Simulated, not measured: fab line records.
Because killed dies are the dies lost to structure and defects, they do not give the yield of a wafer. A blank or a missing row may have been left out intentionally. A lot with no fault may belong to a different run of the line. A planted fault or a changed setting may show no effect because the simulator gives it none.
Shared-tool check || flow gf180mcu || Sample size 14 lots and 42 wafers

## WHAT PROMPTED THE OPENING
2 of 14 lots carry a flag on the reading PSD_TW at GF_PSD_TW_MEAS_11. No-fault wafers: 3164, standard deviation 13.
Rule: flag the lot when none of its wafers has a number, or when each of its wafers that has one lies beyond 4 standard deviations from that mean. As for the other lots, they are considered sound.

{"lot": "L804", "measured": "day 13 20:11", "on": "film metro-04", "PSD_TW, wafer by wafer": "3163 3160 3168", "flag": ""}
{"lot": "L805", "measured": "day 15 03:09", "on": "film metro-04", "PSD_TW, wafer by wafer": "3156 3173 3161", "flag": ""}
{"lot": "L806", "measured": "day 15 11:19", "on": "film metro-04", "PSD_TW, wafer by wafer": "3185 3174 3194", "flag": ""}
{"lot": "L807", "measured": "day 15 12:20", "on": "film metro-03", "PSD_TW, wafer by wafer": "3153 3161 3159", "flag": ""}
{"lot": "L809", "measured": "day 16 01:07", "on": "film metro-04", "PSD_TW, wafer by wafer": "3161 3160 3153", "flag": ""}
{"lot": "L811", "measured": "day 16 20:23", "on": "film metro-01", "PSD_TW, wafer by wafer": "30 30 30", "flag": "FLAGGED"}
{"lot": "L813", "measured": "day 17 14:33", "on": "film metro-04", "PSD_TW, wafer by wafer": "30 30 30", "flag": "FLAGGED"}
{"lot": "L818", "measured": "day 19 07:52", "on": "film metro-03", "PSD_TW, wafer by wafer": "3158 3156 3165", "flag": ""}
{"lot": "L819", "measured": "day 19 17:56", "on": "film metro-03", "PSD_TW, wafer by wafer": "3164 3181 3171", "flag": ""}
{"lot": "L821", "measured": "day 20 12:55", "on": "film metro-03", "PSD_TW, wafer by wafer": "3154 3167 3160", "flag": ""}
{"lot": "L822", "measured": "day 21 02:56", "on": "film metro-03", "PSD_TW, wafer by wafer": "3163 3176 3148", "flag": ""}
{"lot": "L823", "measured": "day 21 08:14", "on": "film metro-04", "PSD_TW, wafer by wafer": "3160 3169 3173", "flag": ""}
{"lot": "L825", "measured": "day 21 19:30", "on": "film metro-04", "PSD_TW, wafer by wafer": "3167 3156 3168", "flag": ""}
{"lot": "L827", "measured": "day 22 03:56", "on": "film metro-03", "PSD_TW, wafer by wafer": "3155 3184 3168", "flag": ""}
Averaged over the flagged lots the numbers come to 30, -3134 from the usual (-99 or more standard deviations).

## TOOL THAT RAN EACH LOT
Before the reading, the record contains 2 process steps out of a 602-step route. Read each cell as the tool, then ch plus the chambers that the sampled wafers visited, then the start.
{"lot": "L804", "flag": "", "GF_PSD_IMPLANT_09": "implanter-01 ch 0, day 13 19:58", "GF_PSD_STRIP_10": "plasma asher-04 ch 0,1, day 13 20:05"}
{"lot": "L805", "flag": "", "GF_PSD_IMPLANT_09": "implanter-02 ch 0, day 15 02:54", "GF_PSD_STRIP_10": "plasma asher-03 ch 0,1, day 15 03:03"}
{"lot": "L806", "flag": "", "GF_PSD_IMPLANT_09": "implanter-03 ch 0, day 15 11:04", "GF_PSD_STRIP_10": "plasma asher-04 ch 0,1, day 15 11:13"}
{"lot": "L807", "flag": "", "GF_PSD_IMPLANT_09": "implanter-02 ch 0, day 15 12:05", "GF_PSD_STRIP_10": "plasma asher-04 ch 0,1, day 15 12:13"}
{"lot": "L809", "flag": "", "GF_PSD_IMPLANT_09": "implanter-01 ch 0, day 16 00:51", "GF_PSD_STRIP_10": "plasma asher-04 ch 0,1, day 16 01:00"}
{"lot": "L811", "flag": "FLAGGED", "GF_PSD_IMPLANT_09": "implanter-02, day 16 20:10", "GF_PSD_STRIP_10": "plasma asher-03 ch 0,1, day 16 20:18"}
{"lot": "L813", "flag": "FLAGGED", "GF_PSD_IMPLANT_09": "implanter-03, day 17 14:18", "GF_PSD_STRIP_10": "plasma asher-02 ch 0,1, day 17 14:27"}
{"lot": "L818", "flag": "", "GF_PSD_IMPLANT_09": "implanter-03 ch 0, day 19 07:37", "GF_PSD_STRIP_10": "plasma asher-04 ch 0,1, day 19 07:46"}
{"lot": "L819", "flag": "", "GF_PSD_IMPLANT_09": "implanter-03 ch 0, day 19 17:43", "GF_PSD_STRIP_10": "plasma asher-02 ch 0,1, day 19 17:51"}
{"lot": "L821", "flag": "", "GF_PSD_IMPLANT_09": "implanter-03 ch 0, day 20 12:40", "GF_PSD_STRIP_10": "plasma asher-02 ch 0,1, day 20 12:49"}
{"lot": "L822", "flag": "", "GF_PSD_IMPLANT_09": "implanter-02 ch 0, day 21 02:41", "GF_PSD_STRIP_10": "plasma asher-04 ch 0,1, day 21 02:49"}
{"lot": "L823", "flag": "", "GF_PSD_IMPLANT_09": "implanter-02 ch 0, day 21 08:01", "GF_PSD_STRIP_10": "plasma asher-02 ch 0,1, day 21 08:09"}
{"lot": "L825", "flag": "", "GF_PSD_IMPLANT_09": "implanter-03 ch 0, day 21 19:15", "GF_PSD_STRIP_10": "plasma asher-04 ch 0,1, day 21 19:24"}
{"lot": "L827", "flag": "", "GF_PSD_IMPLANT_09": "implanter-03 ch 0, day 22 03:41", "GF_PSD_STRIP_10": "plasma asher-03 ch 0,1, day 22 03:49"}
What is done by these steps:
- GF_PSD_IMPLANT_09
- GF_PSD_STRIP_10: strips in O2/N2.
- GF_PSD_TW_MEAS_11

## FLAGGED AGAINST TOTAL, ONE TOOL AT A TIME (gauges that did the reading follow at the end)
{"step": "GF_PSD_IMPLANT_09", "tool": "implanter-01", "lots run": 2, "flagged": 0, "share of the flagged lots": "none", "sound lots run after its first flagged lot": "-"}
{"step": "GF_PSD_IMPLANT_09", "tool": "implanter-02", "lots run": 5, "flagged": 1, "share of the flagged lots": "some", "sound lots run after its first flagged lot": "2 (L822,L823)"}
{"step": "GF_PSD_IMPLANT_09", "tool": "implanter-03", "lots run": 7, "flagged": 1, "share of the flagged lots": "some", "sound lots run after its first flagged lot": "5 (L818,L819,L821,L825,L827)"}
{"step": "GF_PSD_STRIP_10", "tool": "plasma asher-02", "lots run": 4, "flagged": 1, "share of the flagged lots": "some", "sound lots run after its first flagged lot": "3 (L819,L821,L823)"}
{"step": "GF_PSD_STRIP_10", "tool": "plasma asher-03", "lots run": 3, "flagged": 1, "share of the flagged lots": "some", "sound lots run after its first flagged lot": "1 (L827)"}
{"step": "GF_PSD_STRIP_10", "tool": "plasma asher-04", "lots run": 7, "flagged": 0, "share of the flagged lots": "none", "sound lots run after its first flagged lot": "-"}
{"step": "GF_PSD_TW_MEAS_11", "tool": "film metro-01", "lots run": 1, "flagged": 1, "share of the flagged lots": "some", "sound lots run after its first flagged lot": 0}
{"step": "GF_PSD_TW_MEAS_11", "tool": "film metro-03", "lots run": 6, "flagged": 0, "share of the flagged lots": "none", "sound lots run after its first flagged lot": "-"}
{"step": "GF_PSD_TW_MEAS_11", "tool": "film metro-04", "lots run": 7, "flagged": 1, "share of the flagged lots": "some", "sound lots run after its first flagged lot": "2 (L823,L825)"}

## THE TABLE: WHAT IT ALLOWS
No row of the table ran every flagged lot.

## WHAT HAD BEEN PUT IN BY THE SIMULATOR
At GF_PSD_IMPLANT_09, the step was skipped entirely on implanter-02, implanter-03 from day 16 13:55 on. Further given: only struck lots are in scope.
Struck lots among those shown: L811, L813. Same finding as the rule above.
